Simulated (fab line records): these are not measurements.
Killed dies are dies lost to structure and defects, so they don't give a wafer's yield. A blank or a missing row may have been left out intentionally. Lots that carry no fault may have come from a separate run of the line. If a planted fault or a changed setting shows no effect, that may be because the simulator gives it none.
What tool caused it? | flow gf180mcu | 42 wafers from 14 lots sampled at 5 of the route's 602 steps

== WHAT EACH GAUGE READ, for each wafer ==
The record lacks any reading of a measuring or inspecting step that a usual standard deviation could be used to judge.

== TOOL THAT RAN EACH LOT (tool first, then ch and the chambers of the sampled wafers, then the start) ==
lot  | GF_V4_ETCH_17                                 | GF_MIM_METAL_ETCH_19              | GF_MIM_STRIP_20                      | GF_M5_METAL_ETCH_10               | GF_M5_STRIP_11
L777 | rie diel-02 ch 0,1,2, day 25 05:10 or earlier | rie metal-02 ch 0,1, day 25 05:10 | plasma asher-03 ch 0,1, day 25 05:15 | rie metal-02 ch 0,1, day 26 02:46 | plasma asher-04 ch 0,1, day 26 02:52
L779 | rie diel-01 ch 0,1,2, day 26 02:39 or earlier | rie metal-01 ch 0,1, day 26 02:39 | plasma asher-02 ch 0,1, day 26 02:43 | rie metal-01 ch 0, day 26 23:33   | plasma asher-02 ch 0,1, day 26 23:44
L780 | rie diel-03 ch 0,1, day 26 07:08 or earlier   | rie metal-03 ch 0,1, day 26 07:08 | plasma asher-04 ch 0,1, day 26 07:13 | rie metal-04 ch 0,1, day 27 04:02 | plasma asher-04 ch 0,1, day 27 04:10
L781 | rie diel-02 ch 1,2, day 26 19:25 or earlier   | rie metal-03 ch 1, day 26 19:25   | plasma asher-03 ch 0, day 26 19:29   | rie metal-01 ch 0,1, day 27 16:01 | plasma asher-01 ch 0,1, day 27 16:07
L782 | rie diel-02 ch 2,3, day 27 02:15 or earlier   | rie metal-01 ch 1, day 27 02:15   | plasma asher-03 ch 0,1, day 27 02:19 | rie metal-01 ch 0,1, day 27 22:52 | plasma asher-02 ch 0,1, day 27 22:59
L783 | rie diel-01 ch 0,2, day 27 05:34 or earlier   | rie metal-01 ch 0,1, day 27 05:34 | plasma asher-04 ch 0, day 27 05:38   | rie metal-04 ch 0,1, day 28 01:49 | plasma asher-01 ch 0,1, day 28 01:56
L784 | rie diel-03 ch 0,1,3, day 27 23:28 or earlier | rie metal-02 ch 0,1, day 27 23:28 | plasma asher-02 ch 0,1, day 27 23:33 | rie metal-02 ch 0,1, day 28 20:16 | plasma asher-01 ch 0,1, day 28 20:22
L785 | rie diel-02 ch 0,1,3, day 28 01:04 or earlier | rie metal-01 ch 0,1, day 28 01:04 | plasma asher-04 ch 0,1, day 28 01:08 | rie metal-04 ch 0,1, day 28 20:53 | plasma asher-02 ch 0,1, day 28 20:59
L787 | rie diel-03 ch 0,2, day 28 18:46 or earlier   | rie metal-03 ch 0,1, day 28 18:46 | plasma asher-04 ch 0, day 28 18:50   | -                                 | -
L788 | rie diel-01 ch 0,1, day 29 01:27 or earlier   | rie metal-02 ch 0,1, day 29 01:27 | plasma asher-02 ch 0,1, day 29 01:32 | -                                 | -
L795 | rie diel-02 ch 1,2, day 30 21:42 or earlier   | rie metal-02 ch 0,1, day 30 21:42 | plasma asher-02 ch 0,1, day 30 21:47 | rie metal-01 ch 0,1, day 31 16:22 | plasma asher-04 ch 0,1, day 31 16:33
L796 | rie diel-03 ch 1,2, day 31 02:01 or earlier   | rie metal-03 ch 0,1, day 31 02:01 | plasma asher-02 ch 0,1, day 31 02:06 | rie metal-02 ch 0,1, day 31 19:58 | plasma asher-04 ch 0,1, day 31 20:04
L797 | rie diel-03 ch 0,1,2, day 31 08:14 or earlier | rie metal-02 ch 0,1, day 31 08:14 | plasma asher-02 ch 0,1, day 31 08:19 | rie metal-01 ch 0,1, day 32 01:40 | plasma asher-01 ch 0,1, day 32 01:46
L798 | rie diel-03 ch 0,1,3, day 31 16:26 or earlier | rie metal-02 ch 0,1, day 31 16:26 | plasma asher-03 ch 0,1, day 31 16:31 | rie metal-01 ch 0,1, day 32 09:46 | plasma asher-01 ch 0,1, day 32 09:52
- GF_V4_ETCH_17: etches SiO2 in C4F8/O2/Ar, stops on TiN, target depth 630 nm.
- GF_MIM_METAL_ETCH_19: etches the open film in Cl2/BCl3, stops on Si3N4, target depth 324.5 nm, time 54.1 s.
- GF_MIM_STRIP_20: strips in O2/N2.
- GF_M5_METAL_ETCH_10: etches the open film in Cl2/BCl3, stops on SiO2, target depth 627.5 nm, time 104.6 s.
- GF_M5_STRIP_11: strips in O2/N2.

== AS READ BY THE TOOLS THEMSELVES (means over the sampled wafers that have a number; for cases with no such wafer, the mark the record gives instead) ==
GF_V4_ETCH_17.
lot  | tool        | bias w (W) | chamber pressure mTorr (mTorr) | oes product au (a.u.)
L777 | rie diel-02 | 1204       | 39.96                          | 0.851
L779 | rie diel-01 | 1199       | 40.02                          | 0.853
L780 | rie diel-03 | 1200       | 40.01                          | 0.856
L781 | rie diel-02 | 1201       | 40.00                          | 0.859
L782 | rie diel-02 | 1201       | 40.02                          | 0.852
L783 | rie diel-01 | 1198       | 39.99                          | 0.858
L784 | rie diel-03 | 1201       | 39.97                          | 0.851
L785 | rie diel-02 | 1202       | 39.99                          | 0.853
L787 | rie diel-03 | 1203       | 40.01                          | 0.855
L788 | rie diel-01 | 1199       | 40.00                          | 0.854
L795 | rie diel-02 | 1201       | 39.99                          | 0.859
L796 | rie diel-03 | 1199       | 39.99                          | 0.851
L797 | rie diel-03 | 1199       | 40.00                          | 0.852
L798 | rie diel-03 | 1202       | 40.02                          | 0.854

GF_MIM_METAL_ETCH_19.
lot  | tool         | bcl3 flow sccm (sccm) | bias w (W) | drypump motor current A (A) | oes product au (a.u.) | throttle valve pct (%)
L777 | rie metal-02 | 39.97                 | 140.0      | 5.9                         | 0.949                 | 28.278
L779 | rie metal-01 | 40.13                 | 139.9      | 5.7                         | 0.938                 | 28.285
L780 | rie metal-03 | 39.89                 | 140.3      | 6.3                         | 0.932                 | 28.296
L781 | rie metal-03 | 39.96                 | 140.2      | 5.4                         | 0.933                 | 28.300
L782 | rie metal-01 | 40.03                 | 140.2      | 5.8                         | 0.938                 | 28.290
L783 | rie metal-01 | 39.90                 | 140.0      | 5.8                         | 0.944                 | 28.287
L784 | rie metal-02 | 39.75                 | 140.1      | 5.9                         | 0.931                 | 28.291
L785 | rie metal-01 | 39.90                 | 140.3      | 5.8                         | 0.949                 | 28.267
L787 | rie metal-03 | -                     | -          | -                           | -                     | -
L788 | rie metal-02 | -                     | -          | -                           | -                     | -
L795 | rie metal-02 | 40.05                 | 139.5      | 5.9                         | 0.946                 | 28.280
L796 | rie metal-03 | 40.03                 | 139.8      | 6.2                         | 0.944                 | 28.277
L797 | rie metal-02 | 40.04                 | 139.5      | 5.9                         | 0.948                 | 28.281
L798 | rie metal-02 | 39.99                 | 140.1      | 5.6                         | 0.939                 | 28.282

GF_MIM_STRIP_20.
lot  | tool            | drypump motor current A (A) | heater power w (W) | oes product au (a.u.) | strip time to endpoint s (s)
L777 | plasma asher-03 | 5.60                        | 327                | 0.693                 | 11.26
L779 | plasma asher-02 | 6.03                        | 334                | 0.693                 | 11.22
L780 | plasma asher-04 | 6.06                        | 364                | 0.690                 | 11.25
L781 | plasma asher-03 | 5.44                        | 324                | 0.693                 | 11.24
L782 | plasma asher-03 | 5.73                        | 327                | 0.687                 | 11.17
L783 | plasma asher-04 | 6.18                        | 360                | 0.691                 | 11.17
L784 | plasma asher-02 | 6.10                        | 359                | 0.690                 | 11.14
L785 | plasma asher-04 | 6.06                        | 371                | 0.694                 | 11.17
L787 | plasma asher-04 | 6.17                        | 359                | 0.716                 | 12.63
L788 | plasma asher-02 | 6.11                        | 354                | 0.715                 | 12.58
L795 | plasma asher-02 | 6.05                        | 334                | 0.692                 | 11.23
L796 | plasma asher-02 | 6.03                        | 331                | 0.692                 | 11.20
L797 | plasma asher-02 | 6.10                        | 352                | 0.688                 | 11.26
L798 | plasma asher-03 | 5.73                        | 326                | 0.690                 | 11.18

GF_M5_METAL_ETCH_10.
lot  | tool         | bcl3 flow sccm (sccm) | bias w (W) | drypump motor current A (A) | oes product au (a.u.) | throttle valve pct (%)
L777 | rie metal-02 | 39.99                 | 140.0      | 5.6                         | 0.963                 | 28.253
L779 | rie metal-01 | 39.99                 | 140.1      | 5.7                         | 0.973                 | 28.249
L780 | rie metal-04 | 40.00                 | 139.7      | 5.1                         | 0.970                 | 28.255
L781 | rie metal-01 | 39.91                 | 139.9      | 5.8                         | 0.971                 | 28.246
L782 | rie metal-01 | 39.97                 | 140.0      | 5.8                         | 0.978                 | 28.241
L783 | rie metal-04 | 39.96                 | 140.0      | 5.1                         | 0.977                 | 28.239
L784 | rie metal-02 | 39.97                 | 140.1      | 5.9                         | 0.971                 | 28.247
L785 | rie metal-04 | 40.12                 | 140.3      | 5.2                         | 0.979                 | 28.239
L795 | rie metal-01 | 39.94                 | 139.8      | 5.7                         | 0.979                 | 28.241
L796 | rie metal-02 | 39.97                 | 140.4      | 5.9                         | 0.969                 | 28.244
L797 | rie metal-01 | 39.99                 | 139.6      | 5.7                         | 0.973                 | 28.242
L798 | rie metal-01 | 40.00                 | 140.3      | 5.8                         | 0.975                 | 28.245

GF_M5_STRIP_11.
lot  | tool            | drypump motor current A (A) | heater power w (W) | oes product au (a.u.) | strip time to endpoint s (s)
L777 | plasma asher-04 | 6.1                         | 364                | 0.544                 | 7.52
L779 | plasma asher-02 | 6.1                         | 354                | 0.546                 | 7.52
L780 | plasma asher-04 | 6.0                         | 373                | 0.541                 | 7.50
L781 | plasma asher-01 | 5.6                         | 361                | 0.544                 | 7.51
L782 | plasma asher-02 | 6.1                         | 354                | 0.537                 | 7.45
L783 | plasma asher-01 | 5.6                         | 361                | 0.541                 | 7.50
L784 | plasma asher-01 | 5.5                         | 354                | 0.535                 | 7.51
L785 | plasma asher-02 | 6.0                         | 333                | 0.540                 | 7.51
L795 | plasma asher-04 | 6.1                         | 363                | 0.540                 | 7.46
L796 | plasma asher-04 | 6.1                         | 368                | 0.539                 | 7.52
L797 | plasma asher-01 | 5.6                         | 369                | 0.539                 | 7.47
L798 | plasma asher-01 | 5.6                         | 377                | 0.542                 | 7.44

== THE ANSWER, worked out from the rows above alone ==
Rule: what is usual is taken from the lots themselves. Put in order of their means at a reading, lots are off if they are a third of the lots or fewer, leave a main group of 4 or more, and stand apart from it by a gap of 3 or more times the standard deviation of the main group's means; of several such gaps the widest counts. The tables above print the reading to a certain number of digits; a main group whose means all agree to those digits is not used. Also off: a lot with no number at a reading for which 4 or more lots have one. Any other lot the step has rows for is counted as sound. Order of review: gauges by route order, followed by the tools' own readings, for which a lot's mean as printed above is used. At the first step where some lot is off, the reading lying furthest off is the one used; lots without a number count as furthest.
Off: L787, L788, at GF_MIM_METAL_ETCH_19 (bcl3 flow sccm). Without a number there: L787, L788. The main group has a mean of 39.97 sccm with a standard deviation of 0.095.
A tool fits if, at that step or a process step before it, it ran every lot that is off, and no sound lot after the first of them. GF_V4_ETCH_17: start missing for some lots; hours and lot order therefore follow GF_MIM_METAL_ETCH_19. Not one of the candidates tried fits.

== WHAT WAS PUT IN BY THE SIMULATOR ==
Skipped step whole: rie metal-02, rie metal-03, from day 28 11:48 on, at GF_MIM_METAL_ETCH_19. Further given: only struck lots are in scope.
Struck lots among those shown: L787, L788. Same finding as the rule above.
